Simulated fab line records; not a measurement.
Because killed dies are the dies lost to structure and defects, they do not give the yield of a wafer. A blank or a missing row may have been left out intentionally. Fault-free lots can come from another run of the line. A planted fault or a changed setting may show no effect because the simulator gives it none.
Which tool was responsible? / flow sky130 / 12 lots, 36 wafers sampled, at 4 steps of a route of 708

== WHAT EACH GAUGE READ, for each wafer ==
SKY_VT_ADJUST_HVTR_CD_MEAS_07: target cd 380 nm. Usual: cd_nm reads 379.4 nm (standard deviation 2.5).
lot=L653; measured=day 9 21:41; on=cd_sem-01; cd_nm (nm)=377.3 378.7 379.1; flag=
lot=L655; measured=day 10 16:55; on=cd_sem-02; cd_nm (nm)=381.6 379.9 382.9; flag=
lot=L656; measured=day 10 17:48; on=cd_sem-02; cd_nm (nm)=377.5 377.0 376.1; flag=
lot=L658; measured=day 11 07:53; on=cd_sem-01; cd_nm (nm)=378.8 379.0 380.3; flag=
lot=L659; measured=day 12 00:58; on=cd_sem-01; cd_nm (nm)=380.9 381.4 381.9; flag=
lot=L660; measured=day 12 01:36; on=cd_sem-02; cd_nm (nm)=377.7 381.6 381.4; flag=
lot=L662; measured=day 12 17:07; on=cd_sem-01; cd_nm (nm)=375.1 374.8 378.5; flag=
lot=L664; measured=day 13 14:25; on=cd_sem-02; cd_nm (nm)=378.0 381.3 381.0; flag=
lot=L663; measured=day 13 15:12; on=cd_sem-02; cd_nm (nm)=378.1 376.5 382.5; flag=
lot=L665; measured=day 14 00:55; on=cd_sem-01; cd_nm (nm)=384.7 384.4 384.2; flag=
lot=L669; measured=day 14 15:01; on=cd_sem-02; cd_nm (nm)=380.6 378.1 378.0; flag=
lot=L671; measured=day 15 06:23; on=cd_sem-01; cd_nm (nm)=379.4 377.4 377.5; flag=

SKY_CONTACT_THK_MEAS_03. Usual: for CONTACT_HDPCVD_THK the level is 564 nm and the standard deviation is 4.5.
lot=L653; measured=day 30 20:59; on=film_metro-04; CONTACT_HDPCVD_THK (nm)=557 562 566; flag=
lot=L655; measured=day 31 17:17; on=film_metro-04; CONTACT_HDPCVD_THK (nm)=568 565 564; flag=
lot=L656; measured=day 31 23:53; on=film_metro-04; CONTACT_HDPCVD_THK (nm)=556 558 559; flag=
lot=L658; measured=day 32 14:35; on=film_metro-03; CONTACT_HDPCVD_THK (nm)=569 566 563; flag=
lot=L659; measured=day 33 11:08; on=film_metro-02; CONTACT_HDPCVD_THK (nm)=564 558 557; flag=
lot=L660; measured=day 33 12:03; on=film_metro-02; CONTACT_HDPCVD_THK (nm)=566 567 566; flag=
lot=L662; measured=day 33 23:59; on=film_metro-02; CONTACT_HDPCVD_THK (nm)=565 557 560; flag=
lot=L664; measured=day 34 23:44; on=film_metro-03; CONTACT_HDPCVD_THK (nm)=563 566 561; flag=
lot=L663; measured=day 34 22:07; on=film_metro-04; CONTACT_HDPCVD_THK (nm)=563 563 557; flag=
lot=L665; measured=day 35 09:47; on=film_metro-04; CONTACT_HDPCVD_THK (nm)=562 562 556; flag=
lot=L669; measured=day 35 21:31; on=film_metro-04; CONTACT_HDPCVD_THK (nm)=678 676 681; flag=OFF
lot=L671; measured=day 36 16:31; on=film_metro-04; CONTACT_HDPCVD_THK (nm)=672 677 679; flag=OFF

== WHAT TOOL EACH LOT RAN ON (gives the tool, then ch and the chambers of the sampled wafers, and finally the start) ==
lot=L653; SKY_LDD_N_STRIP_16=plasma_asher-01 ch 0,1, day 18 05:33; SKY_CONTACT_HDPCVD_02=hdpcvd-01 ch 0,1,2, day 30 20:55
lot=L655; SKY_LDD_N_STRIP_16=plasma_asher-01 ch 0,1, day 19 06:43; SKY_CONTACT_HDPCVD_02=hdpcvd-02 ch 0,1,2, day 31 17:13
lot=L656; SKY_LDD_N_STRIP_16=plasma_asher-02 ch 0,1, day 19 12:00; SKY_CONTACT_HDPCVD_02=hdpcvd-01 ch 0,1,2, day 31 23:49
lot=L658; SKY_LDD_N_STRIP_16=plasma_asher-01 ch 0,1, day 20 06:24; SKY_CONTACT_HDPCVD_02=hdpcvd-02 ch 0,2, day 32 14:31
lot=L659; SKY_LDD_N_STRIP_16=plasma_asher-02 ch 0,1, day 21 01:38; SKY_CONTACT_HDPCVD_02=hdpcvd-01 ch 0,1,2, day 33 11:02
lot=L660; SKY_LDD_N_STRIP_16=plasma_asher-01 ch 0,1, day 21 04:48; SKY_CONTACT_HDPCVD_02=hdpcvd-01 ch 0,2, day 33 11:58
lot=L662; SKY_LDD_N_STRIP_16=plasma_asher-02 ch 0,1, day 21 18:29; SKY_CONTACT_HDPCVD_02=hdpcvd-01 ch 1,2, day 33 23:53
lot=L664; SKY_LDD_N_STRIP_16=plasma_asher-02 ch 0,1, day 22 23:26; SKY_CONTACT_HDPCVD_02=hdpcvd-01 ch 0,2, day 34 23:39
lot=L663; SKY_LDD_N_STRIP_16=plasma_asher-03 ch 0,1, day 22 21:22; SKY_CONTACT_HDPCVD_02=hdpcvd-01 ch 0,1,2, day 34 22:02
lot=L665; SKY_LDD_N_STRIP_16=plasma_asher-03 ch 0,1, day 23 08:57; SKY_CONTACT_HDPCVD_02=hdpcvd-02 ch 0,2, day 35 09:41
lot=L669; SKY_LDD_N_STRIP_16=plasma_asher-02 ch 0,1, day 23 21:33; SKY_CONTACT_HDPCVD_02=hdpcvd-01 ch 0,1,2, day 35 21:26
lot=L671; SKY_LDD_N_STRIP_16=plasma_asher-02 ch 0,1, day 24 16:45; SKY_CONTACT_HDPCVD_02=hdpcvd-01 ch 0,1,2, day 36 16:26
- SKY_LDD_N_STRIP_16: strips in O2/N2.
- SKY_CONTACT_HDPCVD_02: deposits SiO2, target thk 565 nm, time 94.2 s.

== WHAT THE TOOLS THEMSELVES READ (means of the sampled wafers that have a number; where no wafer has one, the mark that the record gives instead) ==
SKY_LDD_N_STRIP_16. Usual: drypump_motor_current_A 5.6 A, standard deviation 0.43; oes_product_au 0.406 a.u., standard deviation 0.0046; strip_time_to_endpoint_s 4.316 s, standard deviation 0.016.
lot=L653; tool=plasma_asher-01; drypump_motor_current_A (A)=5.3; oes_product_au (a.u.)=0.408; strip_time_to_endpoint_s (s)=4.312; flag=
lot=L655; tool=plasma_asher-01; drypump_motor_current_A (A)=5.3; oes_product_au (a.u.)=0.405; strip_time_to_endpoint_s (s)=4.318; flag=
lot=L656; tool=plasma_asher-02; drypump_motor_current_A (A)=6.0; oes_product_au (a.u.)=0.406; strip_time_to_endpoint_s (s)=4.287; flag=
lot=L658; tool=plasma_asher-01; drypump_motor_current_A (A)=5.4; oes_product_au (a.u.)=0.404; strip_time_to_endpoint_s (s)=4.306; flag=
lot=L659; tool=plasma_asher-02; drypump_motor_current_A (A)=6.1; oes_product_au (a.u.)=0.407; strip_time_to_endpoint_s (s)=4.317; flag=
lot=L660; tool=plasma_asher-01; drypump_motor_current_A (A)=5.4; oes_product_au (a.u.)=0.410; strip_time_to_endpoint_s (s)=4.322; flag=
lot=L662; tool=plasma_asher-02; drypump_motor_current_A (A)=5.7; oes_product_au (a.u.)=0.409; strip_time_to_endpoint_s (s)=4.301; flag=
lot=L664; tool=plasma_asher-02; drypump_motor_current_A (A)=6.1; oes_product_au (a.u.)=0.408; strip_time_to_endpoint_s (s)=4.331; flag=
lot=L663; tool=plasma_asher-03; drypump_motor_current_A (A)=5.3; oes_product_au (a.u.)=0.406; strip_time_to_endpoint_s (s)=4.322; flag=
lot=L665; tool=plasma_asher-03; drypump_motor_current_A (A)=5.3; oes_product_au (a.u.)=0.401; strip_time_to_endpoint_s (s)=4.322; flag=
lot=L669; tool=plasma_asher-02; drypump_motor_current_A (A)=6.1; oes_product_au (a.u.)=0.406; strip_time_to_endpoint_s (s)=4.301; flag=
lot=L671; tool=plasma_asher-02; drypump_motor_current_A (A)=5.7; oes_product_au (a.u.)=0.410; strip_time_to_endpoint_s (s)=4.331; flag=

SKY_CONTACT_HDPCVD_02. Usual: sih4_flow_sccm reads 59.98 sccm (standard deviation 0.17).
lot=L653; tool=hdpcvd-01; sih4_flow_sccm (sccm)=59.85; flag=
lot=L655; tool=hdpcvd-02; sih4_flow_sccm (sccm)=60.22; flag=
lot=L656; tool=hdpcvd-01; sih4_flow_sccm (sccm)=59.97; flag=
lot=L658; tool=hdpcvd-02; sih4_flow_sccm (sccm)=59.97; flag=
lot=L659; tool=hdpcvd-01; sih4_flow_sccm (sccm)=59.94; flag=
lot=L660; tool=hdpcvd-01; sih4_flow_sccm (sccm)=60.02; flag=
lot=L662; tool=hdpcvd-01; sih4_flow_sccm (sccm)=59.85; flag=
lot=L664; tool=hdpcvd-01; sih4_flow_sccm (sccm)=59.84; flag=
lot=L663; tool=hdpcvd-01; sih4_flow_sccm (sccm)=59.95; flag=
lot=L665; tool=hdpcvd-02; sih4_flow_sccm (sccm)=59.93; flag=
lot=L669; tool=hdpcvd-01; sih4_flow_sccm (sccm)=71.98; flag=OFF
lot=L671; tool=hdpcvd-01; sih4_flow_sccm (sccm)=71.88; flag=OFF

== THE ANSWER, worked out from the rows above alone ==
Rule: a lot is off if the mean of its wafers that have a number lies more than 3 standard deviations from the usual mean. Also off: a lot with no number at a reading for which 4 or more lots have one. Any other lot the step has rows for is counted as sound. The gauges are gone through in route order, then the tools' own readings, and for those a lot's mean is taken as printed above. The first step at which some lot is off is used, and at that step the reading that is off furthest; a lot without a number counts as furthest.
Off: L669, L671, seen at SKY_CONTACT_THK_MEAS_03 (CONTACT_HDPCVD_THK).
If a tool, at a process step before that reading, ran all the lots that are off and no sound lot after the first of them, it fits. The gauges at SKY_CONTACT_THK_MEAS_03 aren't tried: what is off there is off at SKY_CONTACT_HDPCVD_02 too, on other tools, and a gauge's error can't cause that. Can't be told from this: 2 tools fit, plasma_asher-02 at SKY_LDD_N_STRIP_16, hdpcvd-01 at SKY_CONTACT_HDPCVD_02.

== WHAT THE SIMULATOR HAD PUT IN ==
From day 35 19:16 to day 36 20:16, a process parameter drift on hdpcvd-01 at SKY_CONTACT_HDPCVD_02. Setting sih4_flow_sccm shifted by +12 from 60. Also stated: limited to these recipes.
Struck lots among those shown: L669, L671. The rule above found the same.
